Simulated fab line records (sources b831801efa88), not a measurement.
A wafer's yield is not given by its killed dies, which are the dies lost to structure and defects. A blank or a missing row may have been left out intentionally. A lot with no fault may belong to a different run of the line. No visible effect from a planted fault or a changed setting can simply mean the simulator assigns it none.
fab line records | flow sky130
[record] lots = 11 | wafers = 33 | last-day = 50
route steps=708 shown SD_N@351 LI_CONTACT@364
lots that met no fault: taken from a fault-free run of the same line
start-h: hours from the record's first day to the start of the lot's first wafer shown | wait-h: hours since the lot's step before | " repeats the value in the row above | L1.1+2: one row covering several wafers at once | - either no value or no given start | * or withheld: withheld | < > ~ a bound
route shown NAME@n: NAME is a module with steps in the file, n the number in the route of the first one | usual: average and standard deviation across the fault-free wafers | same: alike in all rows | chamber/n: place in a boat | sites: readings site by site | _std_site: the values' standard deviation | _edge_site: inner sites' mean taken away from outer sites' mean | radius-mm: how far each site lies from the wafer's centre | mask NAME#n: copy n | behind: the last tool/chamber to shape the wafer | hold: what put the lot on hold/how long, in hours/how the hold closed | device: transistor that didn't switch, given as n, p or np | end of line: at the end of the route, the tests of the same wafers | where a step has no rows: the recipe by itself | killed: count of dies lost to structure and defects at first sort (not the wafer's yield) | map: a wafer's dies, marking killed ones x, the rest . and places with no die _
set.NAME: setting as actually run; set.NAME@STEP: the setting as run at that earlier step | model.NAME: the simulator's own value behind a step, which no gauge read
route steps across a sampled set of lots; one table per step, one row per wafer
services: the hour from which a tool's chamber was out of use, counted from the record's first day as start-h (under 0 if before that day), plus the number of hours and why
[[steps]]
[step SKY_SD_N_IMPLANT_09]
[recipe] species = As | energy-kev = 50 | dose-cm2 = 4e+15 | tilt-deg = 0
[usual] dose-ions-cm2 = 4e+15/3.8e+12
lot.wafer | tool         | chamber | start-h | wait-h | dose-ions-cm2
L188.1    | implanter-01 | 0       | 688.24  | 0.0    | 4.001e+15
L188.2    | "            | 0       | "       | "      | 3.995e+15
L188.3    | "            | 0       | "       | "      | 4.005e+15
L189.3    | implanter-01 | 0       | 711.89  | 0.1    | 3.997e+15
L189.5    | "            | 0       | "       | "      | 3.999e+15
L189.6    | "            | 0       | "       | "      | 4e+15
L192.2    | implanter-02 | 0       | 723.47  | 0.0    | 3.996e+15
L192.3    | "            | 0       | "       | "      | 3.999e+15
L192.4    | "            | 0       | "       | "      | 3.998e+15
L194.1    | implanter-02 | 0       | 735.56  | 0.0    | 3.996e+15
L194.4    | "            | 0       | "       | "      | 3.996e+15
L194.6    | "            | 0       | "       | "      | 3.996e+15
L195.2    | implanter-02 | 0       | 744.57  | 0.0    | 3.995e+15
L195.4    | "            | 0       | "       | "      | 3.998e+15
L195.5    | "            | 0       | "       | "      | 4.004e+15
L197.1    | implanter-03 | 0       | 755.56  | 0.0    | 4.007e+15
L197.3    | "            | 0       | "       | "      | 4.004e+15
L197.5    | "            | 0       | "       | "      | 4.003e+15
L200.1    | implanter-01 | 0       | 782.16  | 0.0    | 4.002e+15
L200.3    | "            | 0       | "       | "      | 3.999e+15
L200.6    | "            | 0       | "       | "      | 4.004e+15
L202.1    | implanter-02 | 0       | 792.99  | 0.0    | 3.742e+15
L202.2    | "            | 0       | "       | "      | 3.746e+15
L202.4    | "            | 0       | "       | "      | 3.744e+15
L203.1    | implanter-02 | 0       | 797.79  | 0.0    | 3.75e+15
L203.3    | "            | 0       | "       | "      | 3.746e+15
L203.5    | "            | 0       | "       | "      | 3.739e+15
L204.1    | implanter-01 | 0       | 802.86  | 0.0    | 4.007e+15
L204.2    | "            | 0       | "       | "      | 3.996e+15
L204.6    | "            | 0       | "       | "      | 4.003e+15
L205.1    | implanter-03 | 0       | 818.41  | 0.0    | 4e+15
L205.2    | "            | 0       | "       | "      | 4.005e+15
L205.5    | "            | 0       | "       | "      | 4e+15
[step SKY_SD_N_STRIP_11]
[recipe] chemistry = O2/N2 | power-w = 1400 | pressure-mtorr = 1500 | platen-temp-c = withheld | o2-flow-sccm = 3000 | n2-flow-sccm = 300 | overash-fraction = 0.5
[usual] drypump-motor-current-A = 6.0/0.33 | oes-product-au = 0.527/0.0043 | strip-time-to-endpoint-s = 22.54/0.039
lot.wafer | tool            | chamber | start-h | wait-h | drypump-motor-current-A | oes-product-au | rf-hours-counter-h | strip-time-to-endpoint-s
L188.1    | plasma-asher-02 | 0       | 688.54  | 0.1    | 6.1                     | 0.528          | 56                 | 22.55
L188.2    | "               | 1       | "       | "      | 6.2                     | 0.536          | 56                 | 22.57
L188.3    | "               | 0       | "       | "      | 6.1                     | 0.527          | -                  | 22.62
L189.3    | plasma-asher-01 | 0       | 712.17  | 0.1    | 5.5                     | 0.531          | -                  | 22.57
L189.5    | "               | 1       | "       | "      | 6.3                     | 0.525          | -                  | 22.56
L189.6    | "               | 0       | "       | "      | 5.5                     | 0.531          | -                  | 22.57
L192.2    | plasma-asher-01 | 1       | 723.74  | 0.1    | 6.2                     | 0.528          | 30                 | 22.49
L192.3    | "               | 1       | "       | "      | 6.2                     | 0.520          | -                  | 22.53
L192.4    | "               | 0       | "       | "      | 5.5                     | 0.531          | -                  | 22.51
L194.1    | plasma-asher-01 | 0       | 735.86  | 0.1    | 5.5                     | 0.529          | 31                 | 22.52
L194.4    | "               | 1       | "       | "      | 6.3                     | 0.526          | -                  | 22.50
L194.6    | "               | 0       | "       | "      | 5.5                     | 0.538          | -                  | 22.53
L195.2    | plasma-asher-02 | 0       | 744.84  | 0.1    | 6.1                     | 0.526          | 62                 | 22.50
L195.4    | "               | 1       | "       | "      | 6.3                     | 0.524          | -                  | 22.52
L195.5    | "               | 1       | "       | "      | 6.2                     | 0.530          | -                  | 22.56
L197.1    | plasma-asher-01 | 0       | 755.86  | 0.1    | 5.5                     | 0.528          | 33                 | 22.60
L197.3    | "               | 1       | "       | "      | 6.3                     | 0.524          | -                  | 22.59
L197.5    | "               | 1       | "       | "      | 6.3                     | 0.520          | -                  | 22.63
L200.1    | plasma-asher-03 | 0       | 782.46  | 0.1    | 6.3                     | 0.517          | 98                 | 22.55
L200.3    | "               | 1       | "       | "      | 5.6                     | 0.530          | -                  | 22.53
L200.6    | "               | 1       | "       | "      | 5.6                     | 0.525          | -                  | 22.53
L202.1    | plasma-asher-02 | 0       | 793.29  | 0.1    | 6.1                     | 0.531          | 66                 | 22.26
L202.2    | "               | 1       | "       | "      | 6.2                     | 0.526          | 66                 | 22.25
L202.4    | "               | 0       | "       | "      | 6.1                     | 0.535          | -                  | 22.22
L203.1    | plasma-asher-03 | 0       | 798.09  | 0.1    | 6.3                     | 0.525          | 99                 | 22.27
L203.3    | "               | 0       | "       | "      | 6.3                     | 0.528          | -                  | 22.29
L203.5    | "               | 0       | "       | "      | 6.3                     | 0.530          | -                  | 22.30
L204.1    | plasma-asher-03 | 0       | 803.16  | 0.1    | 6.3                     | 0.524          | 99                 | 22.51
L204.2    | "               | 1       | "       | "      | 5.6                     | 0.523          | 99                 | 22.54
L204.6    | "               | 1       | "       | "      | 5.6                     | 0.530          | -                  | 22.49
L205.1    | plasma-asher-03 | 0       | 818.71  | 0.1    | 6.3                     | 0.524          | 101                | 22.55
L205.2    | "               | 1       | "       | "      | 5.6                     | 0.527          | 101                | 22.58
L205.5    | "               | 0       | "       | "      | 6.3                     | 0.525          | -                  | 22.59
[step SKY_SD_N_RTA_14]
[recipe] temp-c = 1075 | time-s = 2 | idle-temp-c = 650 | ramp-up-c-per-s = 150 | ramp-down-c-per-s = 90 | ambient = N2
[usual] lamp-power-pct = 15.73/0.051 | wafer_temp_C_max = 1078.0/1.3
lot.wafer | tool          | chamber | start-h | wait-h | lamp-power-pct | wafer_temp_C_max
L188.1    | rtp-anneal-01 | 0       | 688.76  | 0.0    | 15.73          | 1077.5
L188.2    | "             | 0       | "       | "      | 15.73          | 1077.4
L188.3    | "             | 0       | "       | "      | 15.73          | 1081.1
L189.3    | rtp-anneal-02 | 0       | 712.37  | 0.0    | 15.70          | 1076.9
L189.5    | "             | 0       | "       | "      | 15.69          | 1077.8
L189.6    | "             | 0       | "       | "      | 15.68          | 1081.9
L192.2    | rtp-anneal-01 | 0       | 723.96  | 0.0    | 15.63          | 1076.2
L192.3    | "             | 0       | "       | "      | 15.78          | 1078.0
L192.4    | "             | 0       | "       | "      | 15.82          | 1077.3
L194.1    | rtp-anneal-01 | 0       | 736.08  | 0.0    | 15.71          | 1078.4
L194.4    | "             | 0       | "       | "      | 15.73          | 1076.5
L194.6    | "             | 0       | "       | "      | 15.71          | 1078.8
L195.2    | rtp-anneal-02 | 0       | 745.06  | 0.0    | 15.73          | 1076.3
L195.4    | "             | 0       | "       | "      | 15.76          | 1077.2
L195.5    | "             | 0       | "       | "      | 15.61          | 1079.3
L197.1    | rtp-anneal-01 | 0       | 756.07  | 0.0    | 15.67          | 1075.5
L197.3    | "             | 0       | "       | "      | 15.73          | 1079.2
L197.5    | "             | 0       | "       | "      | 15.71          | 1078.6
L200.1    | rtp-anneal-02 | 0       | 782.67  | 0.0    | 15.71          | 1077.6
L200.3    | "             | 0       | "       | "      | 15.75          | 1078.1
L200.6    | "             | 0       | "       | "      | 15.70          | 1079.3
L202.1    | rtp-anneal-02 | 0       | 793.51  | 0.0    | 15.73          | 1078.5
L202.2    | "             | 0       | "       | "      | 15.80          | 1074.6
L202.4    | "             | 0       | "       | "      | 15.62          | 1078.0
L203.1    | rtp-anneal-01 | 0       | 798.31  | 0.0    | 15.80          | 1078.3
L203.3    | "             | 0       | "       | "      | 15.75          | 1078.2
L203.5    | "             | 0       | "       | "      | 15.76          | 1076.6
L204.1    | rtp-anneal-02 | 0       | 803.37  | 0.0    | 15.75          | 1080.8
L204.2    | "             | 0       | "       | "      | 15.70          | 1077.0
L204.6    | "             | 0       | "       | "      | 15.79          | 1076.5
L205.1    | rtp-anneal-01 | 0       | 818.93  | 0.0    | 15.64          | 1081.2
L205.2    | "             | 0       | "       | "      | 15.73          | 1079.6
L205.5    | "             | 0       | "       | "      | 15.65          | 1077.6
[step SKY_SD_N_RS_MEAS_16]
[recipe] thk-meas-gauge = four-point-probe
[usual] SD_N_RS = 68.50/0.11
lot.wafer | tool          | chamber | start-h | wait-h | SD_N_RS[ohm/sq]
L188.1    | film-metro-02 | -       | 688.93  | 0.1    | 68.43
L188.2    | "             | -       | "       | "      | 68.40
L188.3    | "             | -       | "       | "      | 68.20
L189.3    | film-metro-04 | -       | 712.56  | 0.1    | 68.39
L189.5    | "             | -       | "       | "      | 68.40
L189.6    | "             | -       | "       | "      | 68.50
L192.2    | film-metro-02 | -       | 724.14  | 0.1    | 68.77
L192.3    | "             | -       | "       | "      | 68.64
L192.4    | "             | -       | "       | "      | 68.59
L194.1    | film-metro-02 | -       | 736.25  | 0.1    | 68.63
L194.4    | "             | -       | "       | "      | 68.62
L194.6    | "             | -       | "       | "      | 68.59
L195.2    | film-metro-02 | -       | 745.24  | 0.1    | 68.41
L195.4    | "             | -       | "       | "      | 68.55
L195.5    | "             | -       | "       | "      | 68.33
L197.1    | film-metro-04 | -       | 756.25  | 0.1    | 68.39
L197.3    | "             | -       | "       | "      | 68.53
L197.5    | "             | -       | "       | "      | 68.48
L200.1    | film-metro-02 | -       | 782.84  | 0.1    | 68.55
L200.3    | "             | -       | "       | "      | 68.42
L200.6    | "             | -       | "       | "      | 68.43
L202.1    | film-metro-04 | -       | 793.68  | 0.1    | 69.25
L202.2    | "             | -       | "       | "      | 69.12
L202.4    | "             | -       | "       | "      | 69.00
L203.1    | film-metro-04 | -       | 798.48  | 0.1    | 69.19
L203.3    | "             | -       | "       | "      | 69.00
L203.5    | "             | -       | "       | "      | 69.18
L204.1    | film-metro-04 | -       | 803.55  | 0.1    | 68.47
L204.2    | "             | -       | "       | "      | 68.59
L204.6    | "             | -       | "       | "      | 68.55
L205.1    | film-metro-02 | -       | 819.10  | 0.1    | 68.48
L205.2    | "             | -       | "       | "      | 68.53
L205.5    | "             | -       | "       | "      | 68.61
[step SKY_LI_CONTACT_CMP_02]
[recipe] material = PSG | down-force-psi = 4 | platen-rpm = 60 | pad-velocity-m-s = 0.94248
[usual] motor-current-A = 12.3/0.84 | time-to-endpoint-s = 31.8/2.1
lot.wafer | tool   | chamber | start-h | wait-h | motor-current-A | time-to-endpoint-s
L188.1    | cmp-02 | 3       | 689.52  | 0.1    | 11.8            | 27.7
L188.3    | "      | 0       | "       | "      | 12.4            | 29.7
L188.2    | "      | 1       | "       | "      | 13.6            | 33.3
L189.3    | cmp-01 | 3       | 713.46  | 0.4    | 12.8            | 33.9
L189.6    | "      | 0       | "       | "      | 10.8            | 32.6
L189.5    | "      | 1       | "       | "      | 13.0            | 34.2
L192.2    | cmp-01 | 0       | 724.66  | 0.0    | 11.5            | 31.7
L192.3    | "      | 1       | "       | "      | 13.2            | 34.3
L192.4    | "      | 2       | "       | "      | 11.9            | 31.6
L194.4    | cmp-01 | 2       | 736.89  | 0.1    | 11.9            | 32.8
L194.1    | "      | 3       | "       | "      | 12.3            | 35.9
L194.6    | "      | 1       | "       | "      | 13.1            | 32.7
L195.2    | cmp-02 | 1       | 745.86  | 0.1    | 13.6            | 32.7
L195.4    | "      | 2       | "       | "      | 12.2            | 34.2
L195.5    | "      | 0       | "       | "      | 12.0            | 34.5
L197.1    | cmp-02 | 2       | 756.79  | 0.1    | 13.0            | 31.7
L197.3    | "      | 1       | "       | "      | 12.9            | 32.3
L197.5    | "      | 2       | "       | "      | 12.9            | 32.3
L200.1    | cmp-02 | 2       | 783.46  | 0.1    | 12.4            | 30.9
L200.3    | "      | 3       | "       | "      | 12.4            | 31.6
L200.6    | "      | 1       | "       | "      | 13.5            | 32.2
L202.2    | cmp-01 | 2       | 794.22  | 0.0    | 11.8            | 28.4
L202.1    | "      | 3       | "       | "      | 12.6            | 32.4
L202.4    | "      | 1       | "       | "      | 13.3            | 30.6
L203.1    | cmp-01 | 2       | 799.07  | 0.1    | 11.6            | 30.7
L203.3    | "      | 3       | "       | "      | 13.0            | 34.0
L203.5    | "      | 1       | "       | "      | 12.1            | 33.5
L204.2    | cmp-01 | 0       | 804.09  | 0.0    | 11.7            | 32.0
L204.1    | "      | 3       | "       | "      | 12.9            | 31.3
L204.6    | "      | 1       | "       | "      | 12.2            | 34.0
L205.1    | cmp-02 | 0       | 819.64  | 0.1    | 12.2            | 28.7
L205.2    | "      | 3       | "       | "      | 12.2            | 29.7
L205.5    | "      | 0       | "       | "      | 11.2            | 26.3
[step SKY_LI_CONTACT_CD_MEAS_12]
[recipe] target-cd-nm = 170
[usual] cd-nm = 169.7/1.7
lot.wafer | tool      | chamber | start-h | wait-h | cd-nm
L188.1    | cd-sem-02 | -       | 717.39  | -      | 170.0
L188.2    | "         | -       | "       | "      | 168.4
L188.3    | "         | -       | "       | "      | 168.7
L189.3    | cd-sem-01 | -       | 740.81  | -      | 167.7
L189.5    | "         | -       | "       | "      | 167.6
L189.6    | "         | -       | "       | "      | 167.2
L192.2    | cd-sem-02 | -       | 752.46  | -      | 168.9
L192.3    | "         | -       | "       | "      | 169.9
L192.4    | "         | -       | "       | "      | 170.7
L194.1    | cd-sem-01 | -       | 765.24  | -      | 172.5
L194.4    | "         | -       | "       | "      | 172.4
L194.6    | "         | -       | "       | "      | 173.1
L195.2    | cd-sem-01 | -       | 772.96  | -      | 168.6
L195.4    | "         | -       | "       | "      | 168.1
L195.5    | "         | -       | "       | "      | 169.6
L197.1    | cd-sem-01 | -       | 783.97  | -      | 170.2
L197.3    | "         | -       | "       | "      | 170.1
L197.5    | "         | -       | "       | "      | 169.1
L200.1    | cd-sem-01 | -       | 810.27  | -      | 173.4
L200.3    | "         | -       | "       | "      | 172.6
L200.6    | "         | -       | "       | "      | 174.1
L202.1    | cd-sem-01 | -       | 820.87  | -      | 168.3
L202.2    | "         | -       | "       | "      | 169.1
L202.4    | "         | -       | "       | "      | 169.2
L203.1    | cd-sem-02 | -       | 826.09  | -      | 168.7
L203.3    | "         | -       | "       | "      | 167.2
L203.5    | "         | -       | "       | "      | 167.8
L204.1    | cd-sem-02 | -       | 830.96  | -      | 170.5
L204.2    | "         | -       | "       | "      | 169.8
L204.6    | "         | -       | "       | "      | 170.4
L205.1    | cd-sem-01 | -       | 846.26  | -      | 169.6
L205.2    | "         | -       | "       | "      | 167.7
L205.5    | "         | -       | "       | "      | 168.4
[[services]]
tool            | chamber | start-h | hours | kind
cmp-02          | -       | 664.61  | 5.7   | pm
cmp-02          | -       | 673.32  | 0.7   | repair
implanter-03    | -       | 677.86  | 4.6   | repair
implanter-03    | -       | 680.72  | 6.2   | repair
cmp-01          | -       | 688.42  | 6.8   | repair
plasma-asher-03 | -       | 695.32  | 1.9   | repair
cmp-02          | -       | 712.44  | 2.0   | repair
cmp-01          | -       | 714.56  | 2.3   | repair
implanter-02    | -       | 717.05  | 1.5   | repair
implanter-03    | -       | 725.66  | 4.6   | repair
cmp-02          | -       | 731.64  | 10.5  | pm
cmp-01          | -       | 736.12  | 0.6   | repair
cmp-01          | -       | 742.25  | 9.0   | pm
rtp-anneal-01   | -       | 744.15  | 6.4   | pm
cmp-01          | -       | 751.22  | 4.0   | pm
cmp-02          | -       | 751.69  | 2.2   | repair
cmp-01          | -       | 755.22  | -     | consumable-replace:conditioner
cmp-01          | -       | 755.22  | -     | consumable-replace:pad
implanter-01    | -       | 755.77  | 1.8   | repair
cmp-02          | -       | 757.66  | 1.0   | repair
plasma-asher-02 | -       | 772.06  | 7.3   | pm
plasma-asher-03 | -       | 791.60  | 4.0   | repair
implanter-03    | -       | 794.12  | 22.4  | pm
[[key]]
[first-sign] step = SKY_SD_N_IMPLANT_09 | reading = dose-ions-cm2 | direction = down | sigmas = 67 | usual = * | struck = *
[effect] step = SKY_SD_N_STRIP_11 | reading = strip-time-to-endpoint-s | direction = down | sigmas = 7 | usual = * | struck = *
[effect] step = SKY_SD_N_RS_MEAS_16 | reading = SD_N_RS | direction = up | sigmas = 5.7 | usual = 68.50 | struck = 69.12
met-at SKY_SD_N_IMPLANT_09
struck-lots L202,L203
tester-left-out L202,L203
not-acting-at SKY_SD_N_RTA_14,SKY_LI_CONTACT_CMP_02,SKY_LI_CONTACT_CD_MEAS_12
onset-between 744.57 792.99
[fault] kind = process-parameter-drift | tool = implanter-02 | chamber = - | onset-h = 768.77 | steps = SKY_SD_N_IMPLANT_09 | channel = dose-cm2 | offset = * | shape = step | end-h = 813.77 | acts-in = * | stated = *
// tester-left-out: of these lots the tester's yield and bins aren't shown, on N5 and GAA mostly nor the transistor test; their killed dies are dies lost to structure and defects alone, not to doping, threshold or leakage, so they don't give the yield
